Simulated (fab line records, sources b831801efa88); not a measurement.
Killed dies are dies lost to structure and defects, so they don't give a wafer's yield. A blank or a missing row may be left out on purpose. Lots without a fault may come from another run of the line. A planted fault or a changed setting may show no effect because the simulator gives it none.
One fault seen from 2 desks | flow sky130 | each desk has only its own numbers; what lay behind them comes last

THE TOOL OWNER'S DESK: implanter-03
The tool's own readings at SKY_VT_ADJUST_LVTN_IMPLANT_08: means of the sampled wafers that have a number, for each lot that ran on this tool. A lot is out of limits, marked OUT, if its mean lies more than 4 standard deviations from the usual mean; the brackets give that distance.
Columns: A = beam_energy_keV at SKY_VT_ADJUST_LVTN_IMPLANT_08, usual 30.000
lot  | first seen here | A
L447 | day 9 10:00     | 29.995
L450 | day 10 02:27    | 31.415 (+99 or more) OUT
L454 | day 11 16:42    | 31.401 (+99 or more) OUT
This desk's finding: out of limits on L450, L454; first on L450, day 10 02:27 (beam_energy_keV at SKY_VT_ADJUST_LVTN_IMPLANT_08). In limits: L447.

THE METROLOGY DESK
What the gauges read, lot by lot, whatever tool the lot ran on: means of the sampled wafers that have a number. A lot is out of limits, marked OUT, if its mean lies more than 4 standard deviations from the usual mean; the brackets give that distance.
Columns: A = VT_ADJUST_HVTP_OVL at SKY_VT_ADJUST_HVTP_OVL_MEAS_08, usual -0.3 nm; B = VT_ADJUST_HVTP_TW at SKY_VT_ADJUST_HVTP_TW_MEAS_11, usual 1357; C = VT_ADJUST_LVTN_OVL at SKY_VT_ADJUST_LVTN_OVL_MEAS_07, usual 0.4 nm
lot  | first seen here | A    | B    | C
L438 | day 6 03:00     | -1.6 | 1369 | 0.9
L447 | day 8 12:12     | 0.5  | 1353 | -0.0
L450 | day 9 04:01     | 0.7  | 1374 | 2.1
L451 | day 9 14:07     | 0.1  | 1346 | 1.2
L454 | day 10 17:26    | -1.7 | 1335 | 0.6
L460 | day 11 18:19    | -0.8 | 1361 | 2.0
This desk's finding: nothing out of limits on any of the 6 lots.

PUT TOGETHER
The tool owner's desk could have raised an alarm at day 10 02:27, on L450, L454.
The metrology desk saw nothing out of limits.
The metrology desk has L450, L454 on record, within its limits.
Of the lots named, all ran SKY_VT_ADJUST_LVTN_IMPLANT_08 on implanter-03.

WHAT THE SIMULATOR HAD PUT IN
Process parameter drift: implanter-03, from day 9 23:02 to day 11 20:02, at SKY_VT_ADJUST_LVTN_IMPLANT_08. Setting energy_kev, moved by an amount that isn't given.
Lots struck among those shown: L450, L454.
Hours from the fault's start to each desk's first reading out of limits: the tool owner's desk, 3.
